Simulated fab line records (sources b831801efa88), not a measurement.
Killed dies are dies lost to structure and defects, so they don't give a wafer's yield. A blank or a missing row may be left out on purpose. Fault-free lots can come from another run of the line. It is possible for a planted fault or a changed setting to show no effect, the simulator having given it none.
Which of the tools did it? | flow sky130 | 21 wafers from 7 lots sampled at 4 of the route's 708 steps

## WHAT EACH GAUGE READ, for each wafer
SKY_METAL1_RS_MEAS_05: a four-point-probe measurement.
lot  | measured     | on            | METAL1_ALCU_RS (ohm/sq)
L335 | day 33 05:40 | film_metro-01 | 0.1261 0.1278 0.1291
L337 | day 36 12:49 | film_metro-04 | 0.1256 0.1272 0.1249
L342 | day 36 15:47 | film_metro-04 | 0.0800 0.0807 0.1275
L347 | day 37 00:04 | film_metro-04 | 0.1244 0.1268 0.1245
L348 | day 37 01:46 | film_metro-03 | 0.1267 0.1260 0.1271
L351 | day 37 05:05 | film_metro-04 | 0.1270 0.1290 0.1284
L354 | day 37 19:41 | film_metro-03 | 0.1250 0.1282 0.1251

## EACH LOT AND THE TOOL THAT RAN IT (in order: tool; ch and the chambers of the sampled wafers; start)
lot  | SKY_CONTACT_SPUTTER_23       | SKY_METAL1_SPUTTER_01        | SKY_METAL1_SPUTTER_02
L335 | pvd_sputter-04, day 33 04:50 | pvd_sputter-03, day 33 05:32 | pvd_sputter-03, day 33 05:34
L337 | pvd_sputter-01, day 36 11:55 | pvd_sputter-04, day 36 12:42 | pvd_sputter-04, day 36 12:44
L342 | pvd_sputter-01, day 36 14:59 | pvd_sputter-04, day 36 15:40 | pvd_sputter-04, day 36 15:41
L347 | pvd_sputter-04, day 36 23:14 | pvd_sputter-03, day 36 23:54 | pvd_sputter-03, day 36 23:56
L348 | pvd_sputter-01, day 37 00:58 | pvd_sputter-03, day 37 01:38 | pvd_sputter-03, day 37 01:40
L351 | pvd_sputter-02, day 37 04:17 | pvd_sputter-03, day 37 04:58 | pvd_sputter-03, day 37 04:59
L354 | pvd_sputter-01, day 37 18:53 | pvd_sputter-02, day 37 19:34 | pvd_sputter-02, day 37 19:35
- SKY_CONTACT_SPUTTER_23: material TiN, target thk 20 nm, time 80 s.
- SKY_METAL1_SPUTTER_01: material TiN, target thk 20 nm, time 16.7 s.
- SKY_METAL1_SPUTTER_02: material AlCu, target thk 250 nm, time 13.3 s.

## THE ANSWER, worked out from the rows above alone
Rule: what is usual is taken from the lots themselves. Put in order of their means at a reading, lots are off if they are a third of the lots or fewer, leave a main group of 4 or more, and stand apart from it by a gap of 3 or more times the standard deviation of the main group's means; of several such gaps the widest counts. If all means in a main group match to the digits the tables above print for the reading, that group is not used. Also off: a lot with no number at a reading for which 4 or more lots have one. All remaining lots with rows at the step are treated as sound.
Off: at SKY_METAL1_RS_MEAS_05 (METAL1_ALCU_RS), L342. Main group: mean 0.1266 ohm/sq, sd 0.001.
A tool fits if, at a process step before that reading, it ran every lot that is off, and no sound lot after the first of them. Those tools and the gauges at SKY_METAL1_RS_MEAS_05 are tried in the same way. One candidate fits, namely pvd_sputter-04 at SKY_METAL1_SPUTTER_01 and SKY_METAL1_SPUTTER_02. At SKY_METAL1_SPUTTER_01 its last sound lot is L337 (day 36 12:42), its first lot that is off L342 (day 36 15:40): a fault that began between those two fits.

## WHAT HAD BEEN PUT IN BY THE SIMULATOR
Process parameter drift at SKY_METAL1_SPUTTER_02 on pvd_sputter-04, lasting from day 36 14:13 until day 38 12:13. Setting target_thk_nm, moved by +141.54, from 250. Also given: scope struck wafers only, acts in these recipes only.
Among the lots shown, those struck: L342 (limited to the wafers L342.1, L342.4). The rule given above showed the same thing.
